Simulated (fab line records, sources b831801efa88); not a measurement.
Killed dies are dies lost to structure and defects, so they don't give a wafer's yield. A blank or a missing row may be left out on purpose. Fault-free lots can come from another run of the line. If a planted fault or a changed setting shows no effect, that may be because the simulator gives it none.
The tool behind it: which one? :: flow sky130 :: Sampling: 14 lots, 42 wafers, 5 of 708 route steps

WHAT EACH GAUGE READ, for each wafer
The record lacks any reading of a measuring or inspecting step that a usual standard deviation could be used to judge.

EACH LOT AND THE TOOL THAT RAN IT (in order: tool; ch and the chambers of the sampled wafers; start)
lot: L177
SKY_CONTACT_HDPCVD_02: hdpcvd-01 ch 0,2, day 30 11:46
SKY_METAL5_SPUTTER_00: pvd_sputter-02, day 42 22:17
SKY_METAL5_SPUTTER_01: pvd_sputter-02, day 42 22:19
SKY_PASSIVATION_CVD_00: pecvd-04 ch 0,2, day 43 21:50
SKY_PAD_OPEN_PROBE_99: -

lot: L178
SKY_CONTACT_HDPCVD_02: hdpcvd-02 ch 0,1,2, day 30 17:19
SKY_METAL5_SPUTTER_00: pvd_sputter-03, day 43 02:15
SKY_METAL5_SPUTTER_01: pvd_sputter-03, day 43 02:17
SKY_PASSIVATION_CVD_00: pecvd-02 ch 0,2, day 44 01:22
SKY_PAD_OPEN_PROBE_99: -

lot: L180
SKY_CONTACT_HDPCVD_02: hdpcvd-01 ch 0,1,2, day 31 09:37
SKY_METAL5_SPUTTER_00: pvd_sputter-02, day 43 19:40
SKY_METAL5_SPUTTER_01: pvd_sputter-02, day 43 19:41
SKY_PASSIVATION_CVD_00: pecvd-02 ch 0,2, day 44 18:19
SKY_PAD_OPEN_PROBE_99: -

lot: L179
SKY_CONTACT_HDPCVD_02: hdpcvd-02 ch 0,1, day 31 09:45
SKY_METAL5_SPUTTER_00: pvd_sputter-03, day 43 21:12
SKY_METAL5_SPUTTER_01: pvd_sputter-03, day 43 21:14
SKY_PASSIVATION_CVD_00: pecvd-02 ch 1,2, day 44 20:32
SKY_PAD_OPEN_PROBE_99: -

lot: L181
SKY_CONTACT_HDPCVD_02: hdpcvd-01 ch 0,1,2, day 32 02:40
SKY_METAL5_SPUTTER_00: pvd_sputter-03, day 44 05:43
SKY_METAL5_SPUTTER_01: pvd_sputter-03, day 44 05:44
SKY_PASSIVATION_CVD_00: pecvd-01 ch 0,1,2, day 45 03:53
SKY_PAD_OPEN_PROBE_99: -

lot: L182
SKY_CONTACT_HDPCVD_02: hdpcvd-01 ch 0,1,2, day 32 22:31
SKY_METAL5_SPUTTER_00: pvd_sputter-04, day 45 00:19
SKY_METAL5_SPUTTER_01: pvd_sputter-04, day 45 00:20
SKY_PASSIVATION_CVD_00: pecvd-02 ch 0,1, day 45 22:46
SKY_PAD_OPEN_PROBE_99: prober-02, day 47 18:23

lot: L183
SKY_CONTACT_HDPCVD_02: hdpcvd-01 ch 0,1,2, day 33 00:23
SKY_METAL5_SPUTTER_00: pvd_sputter-03, day 45 00:15
SKY_METAL5_SPUTTER_01: pvd_sputter-03, day 45 00:17
SKY_PASSIVATION_CVD_00: pecvd-04 ch 0,1,2, day 45 22:26
SKY_PAD_OPEN_PROBE_99: prober-01, day 47 18:28

lot: L184
SKY_CONTACT_HDPCVD_02: hdpcvd-02 ch 0,1,2, day 33 01:07
SKY_METAL5_SPUTTER_00: pvd_sputter-03, day 45 01:14
SKY_METAL5_SPUTTER_01: pvd_sputter-03, day 45 01:16
SKY_PASSIVATION_CVD_00: pecvd-01 ch 0,1,2, day 45 23:43
SKY_PAD_OPEN_PROBE_99: -

lot: L193
SKY_CONTACT_HDPCVD_02: hdpcvd-01 ch 0,1, day 36 07:52
SKY_METAL5_SPUTTER_00: pvd_sputter-03, day 47 15:48
SKY_METAL5_SPUTTER_01: pvd_sputter-03, day 47 15:50
SKY_PASSIVATION_CVD_00: pecvd-01 ch 0,1, day 48 11:59
SKY_PAD_OPEN_PROBE_99: -

lot: L192
SKY_CONTACT_HDPCVD_02: hdpcvd-02 ch 1,2, day 36 08:40
SKY_METAL5_SPUTTER_00: pvd_sputter-04, day 47 16:25
SKY_METAL5_SPUTTER_01: pvd_sputter-04, day 47 16:26
SKY_PASSIVATION_CVD_00: pecvd-04 ch 0,1,2, day 48 12:40
SKY_PAD_OPEN_PROBE_99: -

lot: L194
SKY_CONTACT_HDPCVD_02: hdpcvd-02 ch 0,1,2, day 36 10:01
SKY_METAL5_SPUTTER_00: pvd_sputter-02, day 47 17:42
SKY_METAL5_SPUTTER_01: pvd_sputter-02, day 47 17:44
SKY_PASSIVATION_CVD_00: pecvd-02 ch 0,1,2, day 48 13:51
SKY_PAD_OPEN_PROBE_99: -

lot: L196
SKY_CONTACT_HDPCVD_02: hdpcvd-02 ch 0,1,2, day 36 13:58
SKY_METAL5_SPUTTER_00: pvd_sputter-02, day 47 22:11
SKY_METAL5_SPUTTER_01: pvd_sputter-02, day 47 22:13
SKY_PASSIVATION_CVD_00: pecvd-01 ch 0,1,2, day 48 18:14
SKY_PAD_OPEN_PROBE_99: -

lot: L197
SKY_CONTACT_HDPCVD_02: hdpcvd-01 ch 1,2, day 36 17:29
SKY_METAL5_SPUTTER_00: pvd_sputter-03, day 48 00:45
SKY_METAL5_SPUTTER_01: pvd_sputter-03, day 48 00:46
SKY_PASSIVATION_CVD_00: pecvd-01 ch 0,1, day 48 20:32
SKY_PAD_OPEN_PROBE_99: -

lot: L198
SKY_CONTACT_HDPCVD_02: hdpcvd-01 ch 0,1, day 37 13:29
SKY_METAL5_SPUTTER_00: pvd_sputter-03, day 48 14:12
SKY_METAL5_SPUTTER_01: pvd_sputter-03, day 48 14:13
SKY_PASSIVATION_CVD_00: pecvd-02 ch 0,1,2, day 49 09:19
SKY_PAD_OPEN_PROBE_99: -
- SKY_CONTACT_HDPCVD_02: deposits SiO2, target thk 565 nm, time 94.2 s.
- SKY_METAL5_SPUTTER_00: material Ti, target thk 15 nm, time 10 s.
- SKY_METAL5_SPUTTER_01: material TiN, target thk 20 nm, time 16.7 s.
- SKY_PASSIVATION_CVD_00: deposits SiO2, target thk 90 nm.
- SKY_PAD_OPEN_PROBE_99

AS READ BY THE TOOLS THEMSELVES (means over the sampled wafers that have a number; for cases with no such wafer, the mark the record gives instead)
SKY_CONTACT_HDPCVD_02. Usual: pressure_mtorr reads 6.000 mTorr (standard deviation 0.012).
lot: L177
tool: hdpcvd-01
pressure_mtorr (mTorr): 6.001
flag: 

lot: L178
tool: hdpcvd-02
pressure_mtorr (mTorr): 6.001
flag: 

lot: L180
tool: hdpcvd-01
pressure_mtorr (mTorr): 6.008
flag: 

lot: L179
tool: hdpcvd-02
pressure_mtorr (mTorr): 6.004
flag: 

lot: L181
tool: hdpcvd-01
pressure_mtorr (mTorr): 5.990
flag: 

lot: L182
tool: hdpcvd-01
pressure_mtorr (mTorr): 6.003
flag: 

lot: L183
tool: hdpcvd-01
pressure_mtorr (mTorr): 6.006
flag: 

lot: L184
tool: hdpcvd-02
pressure_mtorr (mTorr): 5.997
flag: 

lot: L193
tool: hdpcvd-01
pressure_mtorr (mTorr): 6.012
flag: 

lot: L192
tool: hdpcvd-02
pressure_mtorr (mTorr): 5.991
flag: 

lot: L194
tool: hdpcvd-02
pressure_mtorr (mTorr): 5.993
flag: 

lot: L196
tool: hdpcvd-02
pressure_mtorr (mTorr): 5.993
flag: 

lot: L197
tool: hdpcvd-01
pressure_mtorr (mTorr): 6.002
flag: 

lot: L198
tool: hdpcvd-01
pressure_mtorr (mTorr): 6.017
flag: 

SKY_METAL5_SPUTTER_00. Usual: throttle_valve_pct reads 29.4 % (standard deviation 1).
lot: L177
tool: pvd_sputter-02
throttle_valve_pct (%): 29.9
flag: 

lot: L178
tool: pvd_sputter-03
throttle_valve_pct (%): 28.8
flag: 

lot: L180
tool: pvd_sputter-02
throttle_valve_pct (%): 28.6
flag: 

lot: L179
tool: pvd_sputter-03
throttle_valve_pct (%): 28.9
flag: 

lot: L181
tool: pvd_sputter-03
throttle_valve_pct (%): 28.8
flag: 

lot: L182
tool: pvd_sputter-04
throttle_valve_pct (%): 29.0
flag: 

lot: L183
tool: pvd_sputter-03
throttle_valve_pct (%): 29.5
flag: 

lot: L184
tool: pvd_sputter-03
throttle_valve_pct (%): 29.9
flag: 

lot: L193
tool: pvd_sputter-03
throttle_valve_pct (%): 29.2
flag: 

lot: L192
tool: pvd_sputter-04
throttle_valve_pct (%): 30.3
flag: 

lot: L194
tool: pvd_sputter-02
throttle_valve_pct (%): 28.5
flag: 

lot: L196
tool: pvd_sputter-02
throttle_valve_pct (%): 29.8
flag: 

lot: L197
tool: pvd_sputter-03
throttle_valve_pct (%): 28.8
flag: 

lot: L198
tool: pvd_sputter-03
throttle_valve_pct (%): 29.5
flag: 

SKY_METAL5_SPUTTER_01. Usual: throttle_valve_pct reads 29.4 % (standard deviation 1).
lot: L177
tool: pvd_sputter-02
throttle_valve_pct (%): 29.9
flag: 

lot: L178
tool: pvd_sputter-03
throttle_valve_pct (%): 29.1
flag: 

lot: L180
tool: pvd_sputter-02
throttle_valve_pct (%): 28.5
flag: 

lot: L179
tool: pvd_sputter-03
throttle_valve_pct (%): 29.0
flag: 

lot: L181
tool: pvd_sputter-03
throttle_valve_pct (%): 28.7
flag: 

lot: L182
tool: pvd_sputter-04
throttle_valve_pct (%): 29.0
flag: 

lot: L183
tool: pvd_sputter-03
throttle_valve_pct (%): 29.5
flag: 

lot: L184
tool: pvd_sputter-03
throttle_valve_pct (%): 30.1
flag: 

lot: L193
tool: pvd_sputter-03
throttle_valve_pct (%): 29.3
flag: 

lot: L192
tool: pvd_sputter-04
throttle_valve_pct (%): 30.1
flag: 

lot: L194
tool: pvd_sputter-02
throttle_valve_pct (%): 28.5
flag: 

lot: L196
tool: pvd_sputter-02
throttle_valve_pct (%): 29.9
flag: 

lot: L197
tool: pvd_sputter-03
throttle_valve_pct (%): 28.7
flag: 

lot: L198
tool: pvd_sputter-03
throttle_valve_pct (%): 29.4
flag: 

SKY_PASSIVATION_CVD_00. Usual: heater_power_w reads 690 W (standard deviation 99).
lot: L177
tool: pecvd-04
heater_power_w (W): 799
flag: 

lot: L178
tool: pecvd-02
heater_power_w (W): 780
flag: 

lot: L180
tool: pecvd-02
heater_power_w (W): 713
flag: 

lot: L179
tool: pecvd-02
heater_power_w (W): 703
flag: 

lot: L181
tool: pecvd-01
heater_power_w (W): 581
flag: 

lot: L182
tool: pecvd-02
heater_power_w (W): 751
flag: 

lot: L183
tool: pecvd-04
heater_power_w (W): 764
flag: 

lot: L184
tool: pecvd-01
heater_power_w (W): 598
flag: 

lot: L193
tool: pecvd-01
heater_power_w (W): 585
flag: 

lot: L192
tool: pecvd-04
heater_power_w (W): 779
flag: 

lot: L194
tool: pecvd-02
heater_power_w (W): 729
flag: 

lot: L196
tool: pecvd-01
heater_power_w (W): 546
flag: 

lot: L197
tool: pecvd-01
heater_power_w (W): 626
flag: 

lot: L198
tool: pecvd-02
heater_power_w (W): 689
flag: 

SKY_PAD_OPEN_PROBE_99. Usual: killed_at_M0_to_M3 44, standard deviation 6.5; killed_at_M4_up 3.0, standard deviation 1.5; killed_at_contacts 25, standard deviation 5.1; killed_at_front_end 14, standard deviation 4.1; killed_at_other 0.3, standard deviation 0.57; killed_dies 87, standard deviation 9.5; killed_open 48, standard deviation 6.8; killed_short 39, standard deviation 6.2.
lot: L182
tool: prober-02
killed_at_M0_to_M3: 47
killed_at_M4_up: 2.0
killed_at_contacts: 44
killed_at_front_end: 15
killed_at_other: 0.0
killed_dies: 108
killed_open: 53
killed_short: 36
flag: OFF

lot: L183
tool: prober-01
killed_at_M0_to_M3: 49
killed_at_M4_up: 4.0
killed_at_contacts: 43
killed_at_front_end: 19
killed_at_other: 0.3
killed_dies: 115
killed_open: 51
killed_short: 45
flag: OFF

THE ANSWER, worked out from the rows above alone
Rule: a lot is off if the mean of its wafers that have a number lies more than 3 standard deviations from the usual mean. A lot without any number at a reading at which 4 lots or more have one is off too. Any other lot the step has rows for is counted as sound. The gauges are gone through in route order, then the tools' own readings, and for those a lot's mean is taken as printed above. The first step at which some lot is off is used, and at that step the reading that is off furthest; a lot without a number counts as furthest.
Off, at SKY_PAD_OPEN_PROBE_99 on killed_at_contacts: L182, L183. Neither off nor sound, because the step has no rows for them: L177, L178, L180, L179, L181, L184, L193, L192, L194, L196, L197, L198.
If a tool, at that step or one of the process steps before it, ran each lot that is off and ran no sound lot following the first of them, it fits. One fits: SKY_CONTACT_HDPCVD_02 on hdpcvd-01. It ran no sound lot before its first lot that is off in this sample, so the start can't be narrowed down.

WHAT HAD BEEN PUT IN BY THE SIMULATOR
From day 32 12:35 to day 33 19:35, hdpcvd-01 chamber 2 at SKY_CONTACT_HDPCVD_02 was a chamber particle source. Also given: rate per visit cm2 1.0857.
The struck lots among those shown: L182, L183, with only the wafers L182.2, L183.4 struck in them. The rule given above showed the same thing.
